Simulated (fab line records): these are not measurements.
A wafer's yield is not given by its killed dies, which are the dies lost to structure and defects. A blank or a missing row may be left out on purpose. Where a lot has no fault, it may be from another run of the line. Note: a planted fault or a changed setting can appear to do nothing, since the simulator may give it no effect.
fab line records + flow gf180mcu + part 2 of 2: steps 24 to 32 of 32
record:
- lots: 5
- wafers: 15
- last-day: 33
route steps=602 shown DNWELL@33 NWELL@42 LVPWELL@54
lots that met no fault: taken from a fault-free run of the same line
start-h: hours from the record's opening day to when the first of the lot's shown wafers began + wait-h: how many hours have passed since the lot's step before this one + " as in the row above + L1.1+2: one row covering several wafers at once + - no value present, or no start provided + * or withheld: withheld + < > ~ a bound
route shown NAME@n: names a module that has steps shown in the file, with the first one's number in the route + usual: average and standard deviation across the fault-free wafers + same: alike in all rows + chamber/n: place in a boat + sites: each site's reading + _std_site: standard deviation of those values + _edge_site: mean of outer sites minus mean of inner sites + radius-mm: how far each site lies from the wafer's centre + mask NAME#n: copy n + behind: the last tool/chamber to shape the wafer + hold: what put the lot on hold/how long, in hours/how the hold closed + device: names the non-switching transistor (n, p or np) + end of line: tests run on the same wafers once the route is complete + a step without rows: its recipe alone + killed: dies that structure and defects cost at the first sort, which is not the same as the wafer's yield + map: a wafer's dies, marking killed ones x, the rest . and places with no die _
set.NAME: the setting as run; set.NAME@STEP: as run at that earlier step + model.NAME: the simulator's own value behind a step, which no gauge read
lots seen at some steps along the route; tables by step, rows by wafer
services: a tool's chamber out of use, with start hour (start-h, from the record's first day; less than 0 if before it), hours out, and reason
== steps ==
step: GF_LVPWELL_COAT_02
recipe:
- spin-rpm: 2000
- resist-thk-nm: 3000
usual:
- exhaust-pa: 44.9/0.93
| lot.wafer | tool           | chamber | start-h | wait-h | exhaust-pa |
|-----------|----------------|---------|---------|--------|------------|
| L074.1    | litho-track-01 | 0       | 63.27   | 0.1    | 46.2       |
| L074.2    | "              | 0       | "       | "      | 47.2       |
| L074.3    | "              | 0       | "       | "      | 47.9       |
| L075.3    | litho-track-01 | 0       | 67.87   | 0.1    | 43.9       |
| L075.5    | "              | 0       | "       | "      | 45.1       |
| L075.6    | "              | 0       | "       | "      | 43.5       |
| L080.2    | litho-track-03 | 0       | 95.71   | 0.1    | 45.5       |
| L080.4    | "              | 0       | "       | "      | 45.0       |
| L080.5    | "              | 0       | "       | "      | 44.2       |
| L082.2    | litho-track-02 | 0       | 105.99  | 0.1    | 43.7       |
| L082.3    | "              | 0       | "       | "      | 44.5       |
| L082.6    | "              | 0       | "       | "      | 44.9       |
| L092.3    | litho-track-03 | 0       | 162.18  | 0.1    | 46.3       |
| L092.4    | "              | 0       | "       | "      | 44.9       |
| L092.6    | "              | 0       | "       | "      | 44.5       |
step: GF_LVPWELL_SOFTBAKE_03
recipe:
- temp-c: 110
- time-s: withheld
usual:
- exhaust-pa: 44.9/0.9
- plate-temp-C: 110.02/0.13
| lot.wafer | tool           | chamber | start-h | wait-h | exhaust-pa | plate-temp-C |
|-----------|----------------|---------|---------|--------|------------|--------------|
| L074.1    | litho-track-01 | 0       | 63.42   | 0.1    | 45.3       | 110.06       |
| L074.2    | "              | 0       | "       | "      | 45.9       | 110.07       |
| L074.3    | "              | 0       | "       | "      | 45.2       | 110.01       |
| L075.3    | litho-track-01 | 0       | 68.03   | 0.1    | 44.6       | 109.98       |
| L075.5    | "              | 0       | "       | "      | 45.5       | 110.05       |
| L075.6    | "              | 0       | "       | "      | 46.1       | 109.80       |
| L080.2    | litho-track-03 | 0       | 95.87   | 0.1    | 43.9       | 110.04       |
| L080.4    | "              | 0       | "       | "      | 43.9       | 109.84       |
| L080.5    | "              | 0       | "       | "      | 45.1       | 110.12       |
| L082.2    | litho-track-02 | 0       | 106.15  | 0.1    | 43.0       | 109.96       |
| L082.3    | "              | 0       | "       | "      | 43.8       | 110.01       |
| L082.6    | "              | 0       | "       | "      | 43.1       | 110.10       |
| L092.3    | litho-track-03 | 0       | 162.35  | 0.1    | 45.2       | 109.89       |
| L092.4    | "              | 0       | "       | "      | 44.8       | 109.93       |
| L092.6    | "              | 0       | "       | "      | 45.9       | 109.94       |
step: GF_LVPWELL_EXPOSE_04
recipe:
- mask-id: LVPWELL
- target-cd-nm: 600
- na: 0.6
- source-shape: conventional
- sigma-outer: 0.6
- dose-mj: 260
| lot.wafer  | tool             | chamber | start-h | wait-h | mask      |
|------------|------------------|---------|---------|--------|-----------|
| L074.1+2+3 | iline-stepper-01 | 0       | -       | -      | LVPWELL#0 |
| L075.3+5+6 | iline-stepper-01 | 0       | -       | -      | LVPWELL#0 |
| L080.2+4+5 | iline-stepper-02 | 0       | -       | -      | LVPWELL#0 |
| L082.2+3+6 | iline-stepper-01 | 0       | -       | -      | LVPWELL#0 |
| L092.3+4+6 | iline-stepper-01 | 0       | -       | -      | LVPWELL#0 |
step: GF_LVPWELL_PEB_05
recipe:
- temp-c: 115
- time-s: withheld
usual:
- exhaust-pa: 44.9/0.87
- plate-temp-C: 115.02/0.14
| lot.wafer | tool           | chamber | start-h | wait-h | exhaust-pa | plate-temp-C |
|-----------|----------------|---------|---------|--------|------------|--------------|
| L074.1    | litho-track-02 | 0       | -       | -      | 45.1       | 114.88       |
| L074.2    | "              | 0       | "       | "      | 45.4       | 115.01       |
| L074.3    | "              | 0       | "       | "      | 45.2       | 114.97       |
| L075.3    | litho-track-03 | 0       | -       | -      | 44.6       | 115.02       |
| L075.5    | "              | 0       | "       | "      | 45.8       | 114.99       |
| L075.6    | "              | 0       | "       | "      | 47.9       | 114.94       |
| L080.2    | litho-track-03 | 0       | -       | -      | 46.1       | 114.85       |
| L080.4    | "              | 0       | "       | "      | 44.5       | 114.77       |
| L080.5    | "              | 0       | "       | "      | 45.3       | 114.76       |
| L082.2    | litho-track-03 | 0       | -       | -      | 43.7       | 115.23       |
| L082.3    | "              | 0       | "       | "      | 44.6       | 114.89       |
| L082.6    | "              | 0       | "       | "      | 44.1       | 114.94       |
| L092.3    | litho-track-02 | 0       | -       | -      | 45.7       | 114.92       |
| L092.4    | "              | 0       | "       | "      | 45.0       | 114.95       |
| L092.6    | "              | 0       | "       | "      | 44.7       | 114.85       |
step: GF_LVPWELL_DEVELOP_06
recipe:
- wall-angle-deg: 90
- develop-time-s: 60
- dev-temp-c: 23
usual:
- exhaust-pa: 45.1/0.76
| lot.wafer | tool           | chamber | start-h | wait-h | exhaust-pa |
|-----------|----------------|---------|---------|--------|------------|
| L074.1    | litho-track-02 | 0       | -       | -      | 44.6       |
| L074.2    | "              | 0       | "       | "      | 44.2       |
| L074.3    | "              | 0       | "       | "      | 44.9       |
| L075.3    | litho-track-03 | 0       | -       | -      | 46.2       |
| L075.5    | "              | 0       | "       | "      | 44.5       |
| L075.6    | "              | 0       | "       | "      | 45.6       |
| L080.2    | litho-track-03 | 0       | -       | -      | 44.7       |
| L080.4    | "              | 0       | "       | "      | 45.3       |
| L080.5    | "              | 0       | "       | "      | 44.2       |
| L082.2    | litho-track-03 | 0       | -       | -      | 45.1       |
| L082.3    | "              | 0       | "       | "      | 44.7       |
| L082.6    | "              | 0       | "       | "      | 44.5       |
| L092.3    | litho-track-02 | 0       | -       | -      | 44.3       |
| L092.4    | "              | 0       | "       | "      | 43.9       |
| L092.6    | "              | 0       | "       | "      | 44.5       |
step: GF_LVPWELL_OVL_MEAS_07
usual:
- LVPWELL_OVL: 0.2/1.2
| lot.wafer | tool       | chamber | start-h | wait-h | LVPWELL_OVL[nm] |
|-----------|------------|---------|---------|--------|-----------------|
| L074.1    | overlay-02 | -       | 69.77   | -      | 1.0             |
| L074.2    | "          | -       | "       | "      | 0.0             |
| L074.3    | "          | -       | "       | "      | 1.0             |
| L075.3    | overlay-01 | -       | 74.40   | -      | 2.2             |
| L075.5    | "          | -       | "       | "      | 1.3             |
| L075.6    | "          | -       | "       | "      | 2.4             |
| L080.2    | overlay-02 | -       | 102.49  | -      | 2.0             |
| L080.4    | "          | -       | "       | "      | 0.5             |
| L080.5    | "          | -       | "       | "      | 2.3             |
| L082.2    | overlay-02 | -       | 113.89  | -      | 0.6             |
| L082.3    | "          | -       | "       | "      | -0.5            |
| L082.6    | "          | -       | "       | "      | -0.8            |
| L092.3    | overlay-01 | -       | 170.03  | -      | 2.1             |
| L092.4    | "          | -       | "       | "      | 2.6             |
| L092.6    | "          | -       | "       | "      | 2.5             |
step: GF_LVPWELL_IMPLANT_08
recipe:
- species: B
- energy-kev: 170
- dose-cm2: 1.5e+13
- tilt-deg: 0
usual:
- dose-ions-cm2: 1.4996e+13/1.6e+10
- faraday-current-uA: 84.5/1.8
- tilt-deg: 0.002/0.02
| lot.wafer | tool         | chamber | start-h | wait-h | dose-ions-cm2 | faraday-current-uA | tilt-deg |
|-----------|--------------|---------|---------|--------|---------------|--------------------|----------|
| L074.1    | implanter-02 | 0       | 69.81   | 0.0    | 1.4985e+13    | 84.3               | -0.013   |
| L074.2    | "            | 0       | "       | "      | 1.4976e+13    | 86.3               | 0.010    |
| L074.3    | "            | 0       | "       | "      | 1.4985e+13    | 84.7               | 0.015    |
| L075.3    | implanter-03 | 0       | 74.47   | 0.1    | 1.5009e+13    | 87.7               | -0.006   |
| L075.5    | "            | 0       | "       | "      | 1.4996e+13    | 83.4               | -0.012   |
| L075.6    | "            | 0       | "       | "      | 1.4993e+13    | 84.7               | -0.014   |
| L080.2    | implanter-02 | 0       | 102.54  | 0.0    | 1.5008e+13    | 83.5               | -0.023   |
| L080.4    | "            | 0       | "       | "      | 1.4977e+13    | 85.4               | -0.002   |
| L080.5    | "            | 0       | "       | "      | 1.5018e+13    | 80.1               | -0.037   |
| L082.2    | implanter-01 | 0       | 113.94  | 0.0    | 1.501e+13     | 81.5               | -0.021   |
| L082.3    | "            | 0       | "       | "      | 1.501e+13     | 84.1               | -0.027   |
| L082.6    | "            | 0       | "       | "      | 1.4996e+13    | 82.1               | -0.005   |
| L092.3    | implanter-01 | 0       | 170.10  | 0.1    | 1.4997e+13    | 89.6               | 0.038    |
| L092.4    | "            | 0       | "       | "      | 1.4993e+13    | 87.9               | 0.050    |
| L092.6    | "            | 0       | "       | "      | 1.4982e+13    | 87.2               | 0.034    |
step: GF_LVPWELL_IMPLANT_09
recipe:
- species: B
- energy-kev: 60
- dose-cm2: 5e+12
- tilt-deg: 0
usual:
- dose-ions-cm2: 4.999e+12/5.9e+09
- faraday-current-uA: 28.1/0.62
- tilt-deg: 0.003/0.017
| lot.wafer | tool         | chamber | start-h | wait-h | dose-ions-cm2 | faraday-current-uA | tilt-deg |
|-----------|--------------|---------|---------|--------|---------------|--------------------|----------|
| L074.1    | implanter-02 | 0       | 69.96   | 0.1    | 5.005e+12     | 28.4               | 0.007    |
| L074.2    | "            | 0       | "       | "      | 5.004e+12     | 27.9               | 0.011    |
| L074.3    | "            | 0       | "       | "      | 4.997e+12     | 27.9               | 0.022    |
| L075.3    | implanter-03 | 0       | 74.62   | 0.1    | 4.995e+12     | 28.7               | 0.012    |
| L075.5    | "            | 0       | "       | "      | 5.009e+12     | 28.3               | 0.034    |
| L075.6    | "            | 0       | "       | "      | 4.997e+12     | 27.5               | 0.018    |
| L080.2    | implanter-02 | 0       | 102.69  | 0.1    | 4.989e+12     | 28.9               | -0.004   |
| L080.4    | "            | 0       | "       | "      | 5e+12         | 27.5               | 0.018    |
| L080.5    | "            | 0       | "       | "      | 4.993e+12     | 29.1               | 0.001    |
| L082.2    | implanter-01 | 0       | 114.09  | 0.1    | 4.993e+12     | 28.6               | 0.012    |
| L082.3    | "            | 0       | "       | "      | 5e+12         | 28.2               | 0.039    |
| L082.6    | "            | 0       | "       | "      | 4.994e+12     | 27.4               | 0.012    |
| L092.3    | implanter-01 | 0       | 170.25  | 0.1    | 4.997e+12     | 29.2               | 0.022    |
| L092.4    | "            | 0       | "       | "      | 4.992e+12     | 28.8               | -0.004   |
| L092.6    | "            | 0       | "       | "      | 4.987e+12     | 28.2               | 0.000    |
step: GF_LVPWELL_STRIP_10
recipe:
- chemistry: O2/N2
- power-w: 1400
- pressure-mtorr: 1500
- platen-temp-c: 250
- o2-flow-sccm: 3000
- n2-flow-sccm: 300
- overash-fraction: 0.5
usual:
- drypump-motor-current-A: 5.37/0.23
- heater-power-w: 343/44
- n2-flow-sccm: 300.0/0.86
- oes-product-au: 0.722/0.0046
- strip-time-to-endpoint-s: 36.93/0.091
| lot.wafer | tool            | chamber | start-h | wait-h | drypump-motor-current-A | heater-power-w | n2-flow-sccm | oes-product-au | rf-hours-counter-h | strip-time-to-endpoint-s |
|-----------|-----------------|---------|---------|--------|-------------------------|----------------|--------------|----------------|--------------------|--------------------------|
| L074.1    | plasma-asher-02 | 1       | 70.11   | 0.1    | 5.23                    | 324            | 300.1        | 0.718          | 42                 | 36.89                    |
| L074.2    | "               | 0       | "       | "      | 5.68                    | 399            | 300.5        | 0.719          | 42                 | 36.92                    |
| L074.3    | "               | 1       | "       | "      | 5.15                    | 335            | 300.0        | 0.723          | -                  | 36.85                    |
| L075.3    | plasma-asher-03 | 0       | 74.75   | 0.1    | 5.30                    | 345            | 298.9        | 0.721          | -                  | 36.83                    |
| L075.5    | "               | 0       | "       | "      | 5.30                    | 351            | 298.8        | 0.730          | -                  | 36.85                    |
| L075.6    | "               | 1       | "       | "      | 5.37                    | 281            | 300.1        | 0.732          | -                  | 36.80                    |
| L080.2    | plasma-asher-02 | 1       | 102.82  | 0.1    | 5.19                    | 334            | 300.1        | 0.720          | 45                 | 36.98                    |
| L080.4    | "               | 0       | "       | "      | 5.67                    | 401            | 299.5        | 0.723          | -                  | 36.76                    |
| L080.5    | "               | 1       | "       | "      | 5.17                    | 331            | 301.3        | 0.713          | -                  | 36.94                    |
| L082.2    | plasma-asher-02 | 1       | 114.22  | 0.1    | 5.19                    | 336            | 299.9        | 0.718          | 46                 | 36.90                    |
| L082.3    | "               | 1       | "       | "      | 5.15                    | 324            | 299.5        | 0.718          | -                  | 36.87                    |
| L082.6    | "               | 1       | "       | "      | 5.15                    | 332            | 300.5        | 0.727          | -                  | 36.88                    |
| L092.3    | plasma-asher-04 | 1       | 170.39  | 0.1    | 5.61                    | 391            | 299.8        | 0.725          | -                  | 36.91                    |
| L092.4    | "               | 0       | "       | "      | 5.09                    | 283            | 299.8        | 0.722          | -                  | 36.87                    |
| L092.6    | "               | 0       | "       | "      | 5.08                    | 294            | 300.3        | 0.727          | -                  | 36.92                    |
== services ==
| tool             | chamber | start-h | hours | kind       |
|------------------|---------|---------|-------|------------|
| plasma-asher-01  | -       | 24.96   | 1.9   | repair     |
| iline-stepper-02 | -       | 34.78   | 1.7   | pm         |
| plasma-asher-03  | -       | 36.53   | 5.5   | repair     |
| implanter-01     | -       | 39.70   | 2.7   | repair     |
| plasma-asher-03  | -       | 44.50   | 2.3   | repair     |
| plasma-asher-04  | -       | 51.40   | 1.1   | repair     |
| plasma-asher-04  | -       | 72.49   | 2.0   | repair     |
| implanter-02     | -       | 90.94   | 2.1   | repair     |
| implanter-03     | -       | 98.95   | 4.0   | repair     |
| plasma-asher-01  | -       | 108.75  | 9.0   | pm         |
| plasma-asher-01  | 0       | 108.75  | 9.0   | vent-cycle |
| plasma-asher-01  | 1       | 108.75  | 9.0   | vent-cycle |
| plasma-asher-01  | 0       | 117.75  | -     | clean      |
| plasma-asher-01  | 1       | 117.75  | -     | clean      |
| implanter-04     | -       | 131.33  | 2.1   | repair     |
| implanter-04     | -       | 137.99  | 2.8   | repair     |
| iline-stepper-01 | -       | 141.09  | 1.7   | pm         |
| implanter-04     | -       | 143.30  | 4.6   | pm         |
| implanter-03     | -       | 150.07  | 5.7   | repair     |
| plasma-asher-01  | -       | 153.19  | 0.8   | repair     |
| implanter-02     | -       | 168.88  | 2.9   | repair     |
